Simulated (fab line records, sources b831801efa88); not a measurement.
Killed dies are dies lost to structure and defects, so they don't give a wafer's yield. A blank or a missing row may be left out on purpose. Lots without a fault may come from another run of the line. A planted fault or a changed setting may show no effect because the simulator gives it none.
Which tool did it? | flow sky130 | 13 lots, 39 wafers sampled, at 3 steps of a route of 708

WHAT THE GAUGES READ, wafer by wafer
The record holds no reading of a measuring or inspecting step that can be judged against a usual standard deviation.

WHICH TOOL RAN EACH LOT (tool, then ch and the chambers of the sampled wafers, then the start)
lot  | SKY_FIELD_ISO_STRIP_16              | SKY_METAL5_SPUTTER_03        | SKY_PAD_OPEN_PROBE_99
L416 | plasma_asher-01 ch 0,1, day 2 05:54 | pvd_sputter-02, day 42 11:57 | prober-01, day 45 11:07
L417 | plasma_asher-01 ch 0,1, day 2 12:13 | pvd_sputter-01, day 42 19:56 | prober-02, day 45 16:28
L420 | plasma_asher-02 ch 0,1, day 3 02:22 | pvd_sputter-02, day 43 14:04 | prober-01, day 46 09:37
L422 | plasma_asher-02 ch 0,1, day 3 12:49 | pvd_sputter-01, day 45 10:36 | prober-01, day 48 02:31
L423 | plasma_asher-01 ch 0,1, day 3 16:18 | pvd_sputter-01, day 45 14:07 | prober-02, day 48 05:56
L424 | plasma_asher-02 ch 0,1, day 3 23:22 | pvd_sputter-04, day 45 16:38 | prober-02, day 48 08:12
L426 | plasma_asher-01 ch 0,1, day 4 10:00 | pvd_sputter-02, day 45 15:38 | prober-01, day 48 06:25
L430 | plasma_asher-02 ch 1, day 5 04:13   | pvd_sputter-02, day 46 05:02 | prober-02, day 48 18:59
L432 | plasma_asher-01 ch 0,1, day 5 18:37 | pvd_sputter-01, day 46 22:28 | prober-01, day 49 09:31
L433 | plasma_asher-01 ch 0,1, day 5 21:36 | pvd_sputter-04, day 48 12:10 | prober-01, day 50 18:18
L434 | plasma_asher-01 ch 0,1, day 6 03:40 | pvd_sputter-04, day 48 08:50 | prober-02, day 50 15:05
L435 | plasma_asher-01 ch 0,1, day 6 07:07 | pvd_sputter-01, day 48 15:02 | prober-01, day 50 22:20
L437 | plasma_asher-02 ch 0,1, day 6 18:32 | pvd_sputter-01, day 48 14:10 | prober-01, day 50 20:56
- SKY_FIELD_ISO_STRIP_16: strips in O2/N2.
- SKY_METAL5_SPUTTER_03: material Ti, target thk 5 nm, time 3.3 s.
- SKY_PAD_OPEN_PROBE_99

WHAT THE TOOLS THEMSELVES READ (means of the sampled wafers that have a number; where no wafer has one, the mark that the record gives instead)
SKY_FIELD_ISO_STRIP_16. Usual: drypump_motor_current_A 5.3 A, standard deviation 0.31; oes_product_au 0.377 a.u., standard deviation 0.0054; strip_time_to_endpoint_s 3.66 s, standard deviation 0.045.
lot  | tool            | drypump_motor_current_A (A) | oes_product_au (a.u.) | strip_time_to_endpoint_s (s) | flag
L416 | plasma_asher-01 | 5.4                         | 0.376                 | 3.59                         |
L417 | plasma_asher-01 | 5.4                         | 0.376                 | 3.65                         |
L420 | plasma_asher-02 | 5.3                         | 0.385                 | 3.66                         |
L422 | plasma_asher-02 | 5.3                         | 0.380                 | 3.63                         |
L423 | plasma_asher-01 | 5.4                         | 0.376                 | 3.66                         |
L424 | plasma_asher-02 | 5.3                         | 0.371                 | 3.63                         |
L426 | plasma_asher-01 | 5.1                         | 0.376                 | 3.67                         |
L430 | plasma_asher-02 | 5.2                         | 0.381                 | 3.65                         |
L432 | plasma_asher-01 | 5.4                         | 0.371                 | 3.60                         |
L433 | plasma_asher-01 | 5.4                         | 0.383                 | 3.68                         |
L434 | plasma_asher-01 | 5.1                         | 0.374                 | 3.65                         |
L435 | plasma_asher-01 | 5.3                         | 0.375                 | 3.66                         |
L437 | plasma_asher-02 | 5.3                         | 0.382                 | 3.69                         |

SKY_METAL5_SPUTTER_03. Usual: cathode_dc_power_W 3000.0 W, standard deviation 0.61; throttle_valve_pct 29.8 %, standard deviation 1.
lot  | tool           | cathode_dc_power_W (W) | throttle_valve_pct (%) | flag
L416 | pvd_sputter-02 | 2999.8                 | 30.6                   |
L417 | pvd_sputter-01 | 3000.0                 | 29.1                   |
L420 | pvd_sputter-02 | 2999.8                 | 31.2                   |
L422 | pvd_sputter-01 | 2999.7                 | 30.0                   |
L423 | pvd_sputter-01 | 2999.9                 | 29.6                   |
L424 | pvd_sputter-04 | 3000.1                 | 29.4                   |
L426 | pvd_sputter-02 | 2999.9                 | 30.6                   |
L430 | pvd_sputter-02 | 2960.0                 | 31.3                   | OFF
L432 | pvd_sputter-01 | 3000.1                 | 29.6                   |
L433 | pvd_sputter-04 | 3000.2                 | 28.7                   |
L434 | pvd_sputter-04 | 3000.0                 | 29.4                   |
L435 | pvd_sputter-01 | 2999.5                 | 30.1                   |
L437 | pvd_sputter-01 | 3000.7                 | 30.0                   |

SKY_PAD_OPEN_PROBE_99. Usual: defect_limited_yield 82.5 %, standard deviation 2; killed_at_M0_to_M3 44, standard deviation 7.1; killed_at_M4_up 3.1, standard deviation 1.8; killed_at_contacts 24, standard deviation 5.3; killed_at_front_end 15, standard deviation 4.5; killed_at_other 0.2, standard deviation 0.42; killed_dies 86, standard deviation 9.6; killed_open 46, standard deviation 6.9; killed_short 40, standard deviation 6.4; sort_bin_3_pad_short 0.8 %, standard deviation 0.36; sort_bin_5_function 10.3 %, standard deviation 1.3; sort_bin_6_memory 6.4 %, standard deviation 1.2; sort_n_pass 406, standard deviation 9.6; sort_yield_pct 82.5 %, standard deviation 2.
lot  | tool      | defect_limited_yield (%) | killed_at_M0_to_M3 | killed_at_M4_up | killed_at_contacts | killed_at_front_end | killed_at_other | killed_dies | killed_open | killed_short | sort_bin_3_pad_short (%) | sort_bin_5_function (%) | sort_bin_6_memory (%) | sort_n_pass | sort_yield_pct (%) | flag
L416 | prober-01 | 83.9                     | 40                 | 2.0             | 22                 | 15                  | 0.3             | 79          | 43          | 37           | 0.7                      | 8.8                     | 6.6                   | 413         | 83.9               |
L417 | prober-02 | 82.4                     | 44                 | 2.0             | 24                 | 16                  | 0.0             | 86          | 48          | 38           | 0.8                      | 11.3                    | 5.5                   | 406         | 82.4               |
L420 | prober-01 | 83.6                     | 39                 | 4.0             | 23                 | 15                  | 0.3             | 81          | 43          | 38           | 0.8                      | 9.9                     | 5.8                   | 411         | 83.6               |
L422 | prober-01 | 81.4                     | 43                 | 6.7             | 26                 | 15                  | 0.3             | 91          | 46          | 45           | 1.1                      | 11.1                    | 6.3                   | 401         | 81.4               |
L423 | prober-02 | 82.5                     | 38                 | 2.7             | 24                 | 21                  | 0.3             | 86          | 48          | 38           | 0.7                      | 10.2                    | 6.6                   | 406         | 82.5               |
L424 | prober-02 | 83.7                     | 37                 | 4.3             | 23                 | 16                  | 0.3             | 80          | 43          | 37           | 0.9                      | 9.3                     | 6.1                   | 412         | 83.7               |
L426 | prober-01 | 84.0                     | 39                 | 3.7             | 21                 | 15                  | 0.0             | 79          | 43          | 36           | 1.1                      | 10.0                    | 4.9                   | 413         | 84.0               |
L430 | prober-02 | 83.2                     | 47                 | 2.7             | 24                 | 9                   | 0.3             | 83          | 43          | 40           | 1.0                      | 10.1                    | 5.7                   | 409         | 83.2               |
L432 | prober-01 | 80.6                     | 48                 | 5.3             | 22                 | 20                  | 0.3             | 95          | 47          | 48           | 1.2                      | 10.9                    | 7.2                   | 397         | 80.6               |
L433 | prober-01 | 81.8                     | 49                 | 2.0             | 19                 | 19                  | 0.0             | 89          | 48          | 41           | 0.7                      | 10.7                    | 6.8                   | 403         | 81.8               |
L434 | prober-02 | 83.9                     | 41                 | 3.7             | 21                 | 14                  | 0.0             | 79          | 43          | 36           | 0.5                      | 9.6                     | 6.0                   | 413         | 83.9               |
L435 | prober-01 | 83.5                     | 43                 | 1.7             | 24                 | 13                  | 0.0             | 81          | 45          | 36           | 0.9                      | 10.5                    | 5.1                   | 411         | 83.5               |
L437 | prober-01 | 81.8                     | 45                 | 4.7             | 26                 | 14                  | 0.0             | 90          | 49          | 41           | 1.0                      | 10.7                    | 6.6                   | 402         | 81.8               |

THE ANSWER, worked out from the rows above alone
Rule: a lot is off if the mean of its wafers that have a number lies more than 3 standard deviations from the usual mean. A lot without any number at a reading at which 4 lots or more have one is off too. The other lots that the step has rows for count as sound. The gauges are gone through in route order, then the tools' own readings, and for those a lot's mean is taken as printed above. The first step at which some lot is off is used, and at that step the reading that is off furthest; a lot without a number counts as furthest.
Off: L430, at SKY_METAL5_SPUTTER_03 (cathode_dc_power_W).
A tool fits if, at that step or a process step before it, it ran every lot that is off, and no sound lot after the first of them. One fits: pvd_sputter-02 at SKY_METAL5_SPUTTER_03. Its last sound lot is L426 (day 45 15:38), its first lot that is off L430 (day 46 05:02): a fault that began between those two fits.
The tool's own readings at SKY_METAL5_SPUTTER_03 bear it out: on the lots that are off they differ by more than 5 times the standard deviation of the sound lots' means. cathode_dc_power_W reads 2960.0 W there against 3000.0 W on the sound lots.

WHAT THE SIMULATOR HAD PUT IN
Process parameter drift: pvd_sputter-02, from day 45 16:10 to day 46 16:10, at SKY_METAL5_SPUTTER_03. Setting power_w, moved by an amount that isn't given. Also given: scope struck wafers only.
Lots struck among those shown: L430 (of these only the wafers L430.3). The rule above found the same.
